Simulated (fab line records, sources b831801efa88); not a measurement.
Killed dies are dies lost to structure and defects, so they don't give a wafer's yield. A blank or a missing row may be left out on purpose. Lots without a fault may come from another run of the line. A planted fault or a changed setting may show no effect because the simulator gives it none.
fab line records | flow sky130
record lots=7 wafers=21 last_day=52
route steps=708 shown VIA1@467 PAD_OPEN@708
lots that met no fault: from a run of the same line without faults
start_h: hours from the record's first day to the start of the lot's first wafer shown | wait_h: hours since the lot's step before | " the same as in the row above | L1.1+2: a row that stands for several wafers | - no value, or no start given | * or withheld: withheld | < > ~ a bound
route shown NAME@n: a module of which the file shows steps, and the number in the route of the first | usual: mean/standard deviation of fault-free wafers | same: alike in all rows | chamber/n: place in a boat | sites: the reading at each site | _std_site: their standard deviation | _edge_site: outer sites' mean less inner sites' | radius_mm: how far each site lies from the wafer's centre | mask NAME#n: copy n | behind: the tool/chamber that last shaped the wafer | hold: why the lot was held/for how many hours/how that ended | device: the transistor (n, p or np) that didn't switch | end of line: the same wafers' tests at the end of the route | a step without rows: its recipe alone | killed: dies lost to structure and defects at the first sort, not the wafer's yield | map: a wafer's dies, x killed, . not, _ none there
set.NAME: the setting as run; set.NAME@STEP: as run at that earlier step | model.NAME: the simulator's own value behind a step, which no gauge read
lots at some steps of the route; a table a step, a row a wafer
services: from which hour (start_h, from the record's first day; less than 0 if before it) a tool's chamber was out of use, for how many hours, and why
## steps
# step SKY_VIA1_EXPOSE_09
# recipe mask_id=VIM na=0.8 source_shape=annular sigma_inner=0.55 sigma_outer=0.85 target_cd_nm=150 dose_mj=38
# step SKY_VIA1_PEB_10
# recipe peb_temp_c=withheld peb_time_s=withheld resist=KrF-thick
# step SKY_VIA1_DEVELOP_11
# recipe develop_time_s=60 resist=KrF-thick dev_temp_c=21
# step SKY_VIA1_CD_MEAS_12
# recipe target_cd_nm=150
# usual cd_nm=150.0/1.7
# columns lot.wafer tool chamber start_h wait_h cd_nm
L791.2 cd_sem-01 - 834.92 - 150.0
L791.3 " - " " 150.8
L791.6 " - " " 150.7
L798.2 cd_sem-01 - 855.19 - 149.8
L798.3 " - " " 148.7
L798.6 " - " " 149.2
L797.1 cd_sem-02 - 855.52 - 151.9
L797.3 " - " " 149.3
L797.5 " - " " 149.0
L800.2 cd_sem-02 - 857.99 - 148.2
L800.4 " - " " 149.1
L800.6 " - " " 148.2
L803.1 cd_sem-02 - 860.80 - 147.9
L803.2 " - " " 150.2
L803.4 " - " " 148.0
L802.1 cd_sem-02 - 862.24 - 152.0
L802.3 " - " " 152.3
L802.5 " - " " 151.5
L813.2 cd_sem-02 - 1005.64 - 150.4
L813.5 " - " " 148.1
L813.6 " - " " 149.6
# step SKY_VIA1_OVL_MEAS_13
# usual VIA1_OVL=-5/5.2
# columns lot.wafer tool chamber start_h wait_h VIA1_OVL[nm]
L791.2 overlay-01 - 835.02 0.1 -1
L791.3 " - " " 2
L791.6 " - " " -2
L798.2 overlay-02 - 855.29 0.1 -6
L798.3 " - " " -7
L798.6 " - " " -8
L797.1 overlay-01 - 855.64 0.1 -4
L797.3 " - " " -1
L797.5 " - " " 0
L800.2 overlay-02 - 858.09 0.1 -10
L800.4 " - " " -5
L800.6 " - " " -1
L803.1 overlay-02 - 860.92 0.1 -10
L803.2 " - " " -9
L803.4 " - " " -2
L802.1 overlay-02 - 862.36 0.1 -5
L802.3 " - " " -4
L802.5 " - " " -3
L813.2 overlay-02 - 1005.75 0.1 -1
L813.5 " - " " -9
L813.6 " - " " -1
# step SKY_VIA1_ETCH_14
# recipe chemistry=N2/H2 target=BARC ion_energy_ev=200 source_w=500 bias_w=100 pressure_mtorr=30 n2_flow_sccm=100 h2_flow_sccm=200 stop_on=SiO2 time_s=45.9 target_depth_a=600
# usual drypump_motor_current_A=5.7/0.67 oes_product_au=0.855/0.0047 rf_fwd_power_W=494.7/1.8 throttle_valve_pct=13.224/0.0087
# columns lot.wafer tool chamber start_h wait_h drypump_motor_current_A oes_product_au rf_fwd_power_W rf_hours_counter_h throttle_valve_pct
L791.2 rie_diel-03 3 835.05 0.0 6.3 0.858 493.3 22 13.210
L791.3 " 2 " " 4.9 0.849 493.7 8 13.215
L791.6 " 2 " " 4.9 0.858 494.3 - 13.218
L798.2 rie_diel-04 0 855.32 0.0 5.7 0.862 493.0 29 13.224
L798.3 " 1 " " 6.7 0.855 496.3 7 13.231
L798.6 " 3 " " 6.1 0.853 496.4 - 13.225
L797.1 rie_diel-03 2 855.67 0.0 4.9 0.862 498.1 8 13.223
L797.3 " 3 " " 6.3 0.854 492.3 23 13.231
L797.5 " 2 " " 4.9 0.864 497.0 - 13.225
L800.2 rie_diel-02 1 858.12 0.0 5.3 0.859 494.4 15 13.247
L800.4 " 0 " " 5.1 0.853 493.9 15 13.229
L800.6 " 3 " " 5.2 0.858 492.6 - 13.210
L803.1 rie_diel-02 0 860.95 0.0 5.1 0.859 497.4 15 13.219
L803.2 " 1 " " 5.3 0.854 496.4 15 13.206
L803.4 " 2 " " 4.8 0.854 494.9 9 13.231
L802.1 rie_diel-03 3 862.40 0.0 6.3 0.851 495.8 23 13.244
L802.3 " 2 " " 4.9 0.853 494.8 9 13.228
L802.5 " 2 " " 4.9 0.856 492.9 - 13.248
L813.2 rie_diel-04 2 1005.78 0.0 6.6 0.849 491.6 4 13.222
L813.5 " 0 " " 5.7 0.847 495.6 - 13.235
L813.6 " 1 " " 6.7 0.846 495.7 - 13.218
# step SKY_VIA1_ETCH_15
# recipe target=SiO2 chemistry=C4F8/O2/Ar target_depth_nm=351 stop_on=TiN mask_material=KrF-thick source_w=1500 bias_w=1200 pressure_mtorr=40 c4f8_flow_sccm=withheld O2_flow_sccm=6 Ar_flow_sccm=300 time_s=54
# usual oes_product_au=0.979/0.0076 rf_fwd_power_W=1486/4.9
# columns lot.wafer tool chamber start_h wait_h oes_product_au rf_fwd_power_W rf_hours_counter_h
L791.2 rie_diel-03 3 835.09 0.0 0.980 1480 22
L791.3 " 2 " " 0.978 1483 8
L791.6 " 2 " " 0.976 1485 -
L798.2 rie_diel-04 0 855.37 0.0 0.969 1488 29
L798.3 " 1 " " 0.989 1489 7
L798.6 " 3 " " 0.978 1482 -
L797.1 rie_diel-03 2 855.72 0.0 0.976 1496 8
L797.3 " 3 " " 0.980 1482 23
L797.5 " 2 " " 0.980 1491 -
L800.2 rie_diel-02 1 858.17 0.0 0.981 1485 15
L800.4 " 0 " " 0.989 1489 15
L800.6 " 3 " " 0.968 1476 -
L803.1 rie_diel-02 0 860.99 0.0 0.991 1486 15
L803.2 " 1 " " 0.962 1483 15
L803.4 " 2 " " 0.970 1482 9
L802.1 rie_diel-03 3 862.44 0.0 0.977 1481 23
L802.3 " 2 " " 0.979 1485 9
L802.5 " 2 " " 0.972 1480 -
L813.2 rie_diel-04 2 1005.82 0.0 0.984 1476 4
L813.5 " 0 " " 0.975 1493 -
L813.6 " 1 " " 0.987 1486 -
# step SKY_VIA1_STRIP_16
# recipe chemistry=O2/N2 power_w=1400 pressure_mtorr=1500 platen_temp_c=withheld o2_flow_sccm=3000 n2_flow_sccm=300 overash_fraction=0.5
# usual drypump_motor_current_A=5.52/0.29 oes_product_au=0.416/0.0049 strip_time_to_endpoint_s=4.48/0.033
# columns lot.wafer tool chamber start_h wait_h drypump_motor_current_A oes_product_au rf_hours_counter_h strip_time_to_endpoint_s
L791.2 plasma_asher-03 0 835.14 0.0 5.45 0.419 93 4.49
L791.3 " 0 " " 5.45 0.416 - 4.49
L791.6 " 1 " " 5.14 0.417 - 4.47
L798.2 plasma_asher-01 0 855.41 0.0 5.94 0.415 43 4.54
L798.3 " 0 " " 5.92 0.415 - 4.42
L798.6 " 1 " " 5.75 0.418 - 4.50
L797.1 plasma_asher-03 1 855.76 0.0 5.15 0.423 95 4.47
L797.3 " 0 " " 5.44 0.418 - 4.50
L797.5 " 0 " " 5.46 0.419 - 4.48
L800.2 plasma_asher-03 1 858.21 0.0 5.11 0.415 96 4.49
L800.4 " 1 " " 5.15 0.423 - 4.44
L800.6 " 1 " " 5.15 0.419 - 4.48
L803.1 plasma_asher-03 1 861.04 0.0 5.13 0.417 96 4.49
L803.2 " 0 " " 5.46 0.408 96 4.48
L803.4 " 0 " " 5.44 0.415 - 4.51
L802.1 plasma_asher-04 0 862.49 0.0 5.82 0.425 72 4.52
L802.3 " 1 " " 5.79 0.417 - 4.48
L802.5 " 0 " " 5.81 0.408 - 4.51
L813.2 plasma_asher-03 1 1005.86 0.0 5.17 0.415 110 4.47
L813.5 " 1 " " 5.15 0.429 - 4.51
L813.6 " 0 " " 5.44 0.408 - 4.43
# step SKY_VIA1_STRIP_17
# recipe chemistry=post_etch_residue_remover time_s=1200 temp_c=72.5
# step SKY_VIA1_CLEAN_18
# recipe chemistry=IPA time_s=180 temp_c=25
# step SKY_VIA1_CLEAN_19
# recipe chemistry=O3/DIW dry=n2_spin
# step SKY_VIA1_SPUTTER_20
# recipe material=TiN target_thk_nm=20 chamber_pressure_pa=5 power_w=4000 time_s=80
# usual throttle_valve_pct=29.9/1.2
# columns lot.wafer tool chamber start_h wait_h throttle_valve_pct
L791.2 pvd_sputter-03 - 835.73 0.0 30.4
L791.3 " - " " 29.1
L791.6 " - " " 28.2
L798.2 pvd_sputter-03 - 856.00 0.0 30.4
L798.3 " - " " 29.2
L798.6 " - " " 30.3
L797.1 pvd_sputter-04 - 856.35 0.0 32.5
L797.3 " - " " 29.5
L797.5 " - " " 29.8
L800.2 pvd_sputter-04 - 858.80 0.0 32.6
L800.4 " - " " 29.5
L800.6 " - " " 32.9
L803.1 pvd_sputter-04 - 861.63 0.0 29.4
L803.2 " - " " 29.1
L803.4 " - " " 29.7
L802.1 pvd_sputter-04 - 863.09 0.0 32.9
L802.3 " - " " 29.2
L802.5 " - " " 29.8
L813.2 pvd_sputter-03 - 1006.52 0.0 28.3
L813.5 " - " " 29.3
L813.6 " - " " 28.3
# step SKY_VIA1_CVD_21
# recipe material=W target_thk_nm=270 time_s=80.902 temp_c=400 pressure_torr=40
# usual heater_power_w=855/83
# columns lot.wafer tool chamber start_h wait_h heater_power_w model.W_of_VIA1_CVD_21.thk_nm
L791.2 cvd_w-02 0 835.79 0.0 857 264.6
L791.3 " 0 " " 851 268.6
L791.6 " 0 " " 856 264.7
L798.2 cvd_w-02 1 856.14 0.1 908 269.6
L798.3 " 0 " " 856 268.1
L798.6 " 1 " " 885 270.8
L797.1 cvd_w-02 1 856.42 0.0 911 264.2
L797.3 " 0 " " 860 247.7
L797.5 " 0 " " 877 265.3
L800.2 cvd_w-02 0 858.87 0.0 871 267.8
L800.4 " 1 " " 886 265.3
L800.6 " 0 " " 829 250.7
L803.1 cvd_w-01 0 861.69 0.0 978 272.7
L803.2 " 1 " " 742 267.3
L803.4 " 1 " " 731 267
L802.1 cvd_w-02 1 863.15 0.0 895 269.2
L802.3 " 0 " " 852 246.3
L802.5 " 0 " " 832 266.9
L813.2 cvd_w-02 0 1006.58 0.0 783 267.7
L813.5 " 1 " " 887 270.9
L813.6 " 0 " " 775 268
# step SKY_VIA1_RS_MEAS_22
# recipe thk_meas_gauge=four-point-probe reads=W_of_VIA1_CVD_21+TiN_of_VIA1_SPUTTER_20
# usual VIA1_W_RS=0.429/0.0045
# columns lot.wafer tool chamber start_h wait_h VIA1_W_RS[ohm/sq]
L791.2 film_metro-03 - 835.91 0.1 0.435
L791.3 " - " " 0.429
L791.6 " - " " 0.436
L798.2 film_metro-03 - 856.25 0.1 0.426
L798.3 " - " " 0.431
L798.6 " - " " 0.425
L797.1 film_metro-02 - 856.51 0.1 0.435
L797.3 " - " " 0.465
L797.5 " - " " 0.433
L800.2 film_metro-04 - 858.98 0.1 0.430
L800.4 " - " " 0.434
L800.6 " - " " 0.460
L803.1 film_metro-03 - 861.79 0.1 0.424
L803.2 " - " " 0.432
L803.4 " - " " 0.431
L802.1 film_metro-02 - 863.24 0.1 0.428
L802.3 " - " " 0.467
L802.5 " - " " 0.431
L813.2 film_metro-02 - 1006.69 0.1 0.430
L813.5 " - " " 0.425
L813.6 " - " " 0.430
# step SKY_VIA1_THK_MEAS_23
# recipe thk_meas_gauge=xrf reads=W_of_VIA1_CVD_21
# usual VIA1_W_THK=262.9/2.7
# columns lot.wafer tool chamber start_h wait_h VIA1_W_THK[nm]
L791.2 film_metro-03 - 836.02 0.1 259.9
L791.3 " - " " 263.7
L791.6 " - " " 260.7
L798.2 film_metro-03 - 856.36 0.1 263.8
L798.3 " - " " 260.6
L798.6 " - " " 264.2
L797.1 film_metro-02 - 856.63 0.1 259.7
L797.3 " - " " 243.3
L797.5 " - " " 260.1
L800.2 film_metro-04 - 859.09 0.1 265.1
L800.4 " - " " 261.5
L800.6 " - " " 247.8
L803.1 film_metro-03 - 861.91 0.1 266.1
L803.2 " - " " 261.2
L803.4 " - " " 261.2
L802.1 film_metro-02 - 863.36 0.1 263.6
L802.3 " - " " 241.4
L802.5 " - " " 263.2
L813.2 film_metro-02 - 1006.80 0.1 260.7
L813.5 " - " " 264.5
L813.6 " - " " 261.3
# step SKY_VIA1_CMP_24
# recipe stop_on=SiO2 t_overpolish_s=15 down_force_psi=3.5 platen_rpm=60 target_thk_nm=0 pad_velocity_m_s=0.94248
# usual motor_current_A=11.4/0.93 slurry_filter_dp_kPa=13.48/0.14
# columns lot.wafer tool chamber start_h wait_h motor_current_A slurry_filter_dp_kPa
L791.3 cmp-01 2 836.12 0.1 12.6 13.32
L791.2 " 0 " " 12.3 13.45
L791.6 " 1 " " 9.9 13.39
L798.2 cmp-02 3 856.46 0.1 11.2 13.49
L798.3 " 1 " " 11.4 13.55
L798.6 " 3 " " 11.0 13.50
L797.3 cmp-01 0 856.69 0.0 11.9 13.63
L797.1 " 3 " " 10.9 13.58
L797.5 " 0 " " 12.2 13.33
L800.4 cmp-02 1 859.19 0.1 11.4 13.57
L800.2 " 2 " " 12.4 13.50
L800.6 " 1 " " 11.0 13.36
L803.2 cmp-01 2 861.97 0.0 12.3 13.50
L803.4 " 3 " " 11.0 13.56
L803.1 " 1 " " 9.8 13.44
L802.1 cmp-02 2 863.84 0.5 12.7 13.43
L802.3 " 3 " " 12.1 13.18
L802.5 " 2 " " 13.0 13.33
L813.2 cmp-02 1 1007.00 0.2 11.4 13.63
L813.5 " 2 " " 12.8 13.31
L813.6 " 3 " " 11.2 13.62
# step SKY_PAD_OPEN_PROBE_99
# usual defect_limited_yield=82.5/1.8 killed_at_M0_to_M3=45/6.3 killed_at_M4_up=2.8/1.6 killed_at_contacts=24/5.1 killed_at_front_end=14/4.4 killed_at_other=0.4/0.73 killed_dies=86/9 killed_on_rim=17/3.8 killed_open=47/7.8 killed_short=39/6.6 sort_bin_3_pad_short=0.8/0.42 sort_bin_5_function=10.3/1.4 sort_bin_6_memory=6.3/1.2 sort_n_pass=406/9 sort_yield_pct=82.5/1.8
# same gross_dies=492 killed_at_back_side=0 sort_bin_4_leakage[%]=0 sort_bin_8_speed[%]=0
# columns lot.wafer tool chamber start_h wait_h defect_limited_yield[%] killed_at_M0_to_M3 killed_at_M4_up killed_at_contacts killed_at_front_end killed_at_other killed_dies killed_on_rim killed_open killed_short sort_bin_3_pad_short[%] sort_bin_5_function[%] sort_bin_6_memory[%] sort_n_pass sort_yield_pct[%]
L798.2 prober-02 - 1139.65 0.1 83.7 41 2 22 15 0 80 14 41 39 0.8 8.7 6.7 412 83.7
L798.3 prober-02 - 1139.70 0.2 81.3 42 5 28 17 0 92 21 43 49 1.4 10.6 6.7 400 81.3
L798.6 prober-02 - 1139.85 0.2 82.7 41 3 24 17 0 85 18 47 37 0.6 10.2 6.5 407 82.7
L797.1 prober-01 - 1139.90 0.3 83.1 30 2 26 24 1 83 19 44 37 0.4 9.6 6.9 409 83.1
L797.3 prober-01 - 1140.00 0.4 79.1 62 2 17 22 0 103 21 58 44 1.2 10.6 9.1 389 79.1
L797.5 prober-01 - 1140.10 0.4 80.9 48 1 27 17 1 94 12 57 36 0.8 11.2 7.1 398 80.9
L800.2 prober-02 - 1140.08 0.1 85.6 37 1 20 13 0 71 21 34 37 0.4 8.9 5.1 421 85.6
L800.4 prober-02 - 1140.18 0.2 84.3 44 1 20 12 0 77 17 44 31 0.4 11.0 4.3 415 84.3
L800.6 prober-02 - 1140.28 0.2 84.1 42 3 25 8 0 78 15 40 38 1.0 9.3 5.5 414 84.1
L803.1 prober-01 - 1145.29 0.1 85.4 42 4 15 11 0 72 12 42 30 0.2 9.3 5.1 420 85.4
L803.2 prober-01 - 1145.34 0.1 84.8 33 3 21 18 0 75 20 39 35 1.2 8.1 5.9 417 84.8
L803.4 prober-01 - 1145.44 0.2 80.5 50 1 29 16 0 96 15 50 46 0.6 11.6 7.3 396 80.5
L802.1 prober-01 - 1147.54 0.1 81.3 43 3 24 20 2 92 15 53 39 0.6 11.0 7.1 400 81.3
L802.3 prober-01 - 1147.64 0.2 80.3 51 3 18 24 1 97 12 43 54 1.4 10.6 7.7 395 80.3
L802.5 prober-01 - 1147.74 0.2 84.8 41 2 21 11 0 75 15 38 37 0.4 9.6 5.3 417 84.8
L813.2 prober-01 - 1242.71 0.1 79.9 53 0 21 24 1 99 20 56 43 0.4 11.2 8.5 393 79.9
L813.5 prober-01 - 1242.86 0.2 83.5 40 4 20 17 0 81 15 50 31 1.0 9.8 5.7 411 83.5
L813.6 prober-01 - 1242.91 0.2 78.3 54 1 31 21 0 107 17 69 38 1.2 13.2 7.3 385 78.3
# killed by level:class
L798.2 FIELD_ISO:geometric_particle:short=7 CONTACT:geometric_particle:open=7 VIA2:geometric_particle:open=7 VIA3:geometric_particle:open=7 LI_CONTACT:geometric_particle:open=6 METAL3:geometric_particle:short=6 VIA1:geometric_particle:open=5 POLY_GATE:geometric_particle:short=4
L798.3 LI_CONTACT:geometric_particle:open=9 VIA1:geometric_particle:open=9 VIA2:geometric_particle:open=8 CONTACT:geometric_particle:short=7 LOCAL_INTERCONNECT:geometric_particle:short=7 VIA3:geometric_particle:open=7 POLY_GATE:geometric_particle:short=5 METAL1:geometric_particle:short=5
L798.6 VIA1:geometric_particle:open=10 LI_CONTACT:geometric_particle:open=8 FIELD_ISO:geometric_particle:short=7 VIA2:geometric_particle:open=7 METAL1:geometric_particle:short=6 CONTACT:geometric_particle:open=6 VIA3:geometric_particle:open=5 VIA1:geometric_particle:short=4
L797.1 CONTACT:geometric_particle:open=11 VIA1:geometric_particle:open=8 FIELD_ISO:geometric_particle:short=7 FIELD_ISO:geometric_particle:open=5 VIA1:geometric_particle:short=5 LI_CONTACT:geometric_particle:open=5 POLY_GATE:geometric_particle:open=4 LOCAL_INTERCONNECT:geometric_particle:short=4
L797.3 VIA1:geometric_particle:open=17 METAL1:geometric_particle:short=9 FIELD_ISO:geometric_particle:open=8 METAL2:geometric_particle:short=8 VIA3:geometric_particle:open=7 FIELD_ISO:geometric_particle:short=6 LI_CONTACT:geometric_particle:open=5 VIA2:geometric_particle:open=5
L800.2 VIA1:geometric_particle:open=8 METAL1:geometric_particle:short=7 VIA1:geometric_particle:short=7 LI_CONTACT:geometric_particle:open=6 CONTACT:geometric_particle:short=5 VIA2:geometric_particle:open=5 POLY_GATE:geometric_particle:open=4 LOCAL_INTERCONNECT:geometric_particle:short=4
L797.5 VIA1:geometric_particle:open=14 CONTACT:geometric_particle:open=11 VIA2:geometric_particle:open=7 METAL2:geometric_particle:short=6 FIELD_ISO:geometric_particle:open=5 POLY_GATE:geometric_particle:open=5 LI_CONTACT:geometric_particle:short=5 LI_CONTACT:geometric_particle:open=5
L800.4 VIA1:geometric_particle:open=9 LI_CONTACT:geometric_particle:open=7 CONTACT:geometric_particle:open=7 METAL1:geometric_particle:short=6 VIA3:geometric_particle:open=6 VIA2:geometric_particle:open=5 FIELD_ISO:geometric_particle:open=4 CONTACT:geometric_particle:short=4
L800.6 CONTACT:geometric_particle:open=10 VIA1:geometric_particle:open=7 VIA1:geometric_particle:short=5 VIA2:geometric_particle:short=5 METAL2:geometric_particle:short=5 VIA3:geometric_particle:open=5 FIELD_ISO:geometric_particle:short=4 VIA2:geometric_particle:open=4
L803.1 VIA1:geometric_particle:open=16 LI_CONTACT:geometric_particle:open=5 FIELD_ISO:geometric_particle:short=4 METAL3:geometric_particle:short=4 LOCAL_INTERCONNECT:geometric_particle:short=4 CONTACT:geometric_particle:open=4 METAL1:geometric_particle:short=4 VIA3:geometric_particle:open=4
L803.2 LI_CONTACT:geometric_particle:open=8 FIELD_ISO:geometric_particle:short=7 VIA3:geometric_particle:open=6 CONTACT:geometric_particle:short=5 VIA2:geometric_particle:open=5 METAL1:geometric_particle:short=4 VIA1:geometric_particle:open=4 FIELD_ISO:geometric_particle:open=3
L803.4 LI_CONTACT:geometric_particle:open=9 CONTACT:geometric_particle:open=9 VIA3:geometric_particle:short=9 METAL2:geometric_particle:short=8 VIA3:geometric_particle:open=7 VIA1:geometric_particle:open=6 VIA2:geometric_particle:open=6 FIELD_ISO:geometric_particle:open=5
L802.1 VIA1:geometric_particle:open=9 POLY_GATE:geometric_particle:open=7 LI_CONTACT:geometric_particle:open=7 CONTACT:geometric_particle:open=7 VIA2:geometric_particle:open=7 LOCAL_INTERCONNECT:geometric_particle:short=5 VIA1:geometric_particle:short=5 METAL1:geometric_particle:short=5
L802.3 METAL1:geometric_particle:short=10 VIA2:geometric_particle:open=9 FIELD_ISO:geometric_particle:short=8 VIA1:geometric_particle:open=6 FIELD_ISO:geometric_particle:open=5 VIA1:geometric_particle:short=5 LI_CONTACT:geometric_particle:open=5 VIA3:geometric_particle:short=5
L802.5 VIA1:geometric_particle:open=11 CONTACT:geometric_particle:open=7 LOCAL_INTERCONNECT:geometric_particle:short=6 VIA2:geometric_particle:short=5 VIA2:geometric_particle:open=5 VIA3:geometric_particle:open=5 FIELD_ISO:geometric_particle:short=4 CONTACT:geometric_particle:short=4
L813.2 VIA1:geometric_particle:open=12 VIA2:geometric_particle:open=10 FIELD_ISO:geometric_particle:short=8 CONTACT:geometric_particle:open=7 VIA1:geometric_particle:short=6 LI_CONTACT:geometric_particle:open=5 VIA3:geometric_particle:open=5 POLY_GATE:geometric_particle:open=4
L813.5 VIA1:geometric_particle:open=14 LI_CONTACT:geometric_particle:open=7 VIA2:geometric_particle:open=7 POLY_GATE:geometric_particle:open=5 CONTACT:geometric_particle:short=5 VIA3:geometric_particle:open=5 FIELD_ISO:geometric_particle:short=4 CONTACT:geometric_particle:open=4
L813.6 VIA1:geometric_particle:open=15 LI_CONTACT:geometric_particle:open=12 CONTACT:geometric_particle:open=11 FIELD_ISO:geometric_particle:open=7 VIA3:geometric_particle:open=7 VIA2:geometric_particle:open=6 POLY_GATE:geometric_particle:open=5 METAL1:geometric_particle:short=5
## services
# columns tool chamber start_h hours kind
rie_diel-02 1 811.30 7.0 repair
cmp-01 - 812.68 3.9 repair
plasma_asher-03 - 827.92 3.6 repair
cvd_w-02 - 837.87 0.5 repair
cvd_w-01 - 854.45 2.0 repair
cmp-01 - 862.59 4.8 pm
cmp-02 - 891.02 7.2 pm
plasma_asher-03 - 891.45 23.7 pm
cmp-02 - 898.27 6.8 pm
rie_diel-02 3 901.48 1.9 repair
cvd_w-02 - 904.00 14.0 pm
rie_diel-02 3 906.77 8.7 repair
cmp-01 - 912.03 4.0 pm
rie_diel-02 - 915.31 0.6 repair
pvd_sputter-04 - 938.79 2.2 repair
cvd_w-02 - 940.19 6.9 pm
rie_diel-04 - 956.41 1.5 repair
rie_diel-03 1 957.67 6.3 repair
cvd_w-02 0 965.64 2.4 repair
plasma_asher-01 - 977.38 12.5 repair
rie_diel-04 3 985.74 3.2 repair
rie_diel-03 2 1002.02 9.2 repair
cmp-01 - 1005.91 0.6 repair
cmp-01 - 1006.19 1.1 repair
## key
first_sign step=SKY_VIA1_RS_MEAS_22 reading=VIA1_W_RS direction=up sigmas=7.7 usual=0.429 struck=0.464
effect step=SKY_VIA1_THK_MEAS_23 reading=VIA1_W_THK direction=down sigmas=6.8 usual=262.9 struck=244.2
model_effect step=SKY_VIA1_CVD_21 value=W_of_VIA1_CVD_21.thk_nm without=267.1 struck=248.2
met_at SKY_VIA1_CVD_21
struck_wafers L797.3,L800.6,L802.3
onset_between 856.14 856.42
fault kind=process_parameter_drift tool=cvd_w-02 chamber=- onset_h=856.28 steps=SKY_VIA1_CVD_21 channel=target_thk_nm offset=-18.935 shape=step end_h=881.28 scope=struck_wafers_only acts_in=these_recipes_only stated=270
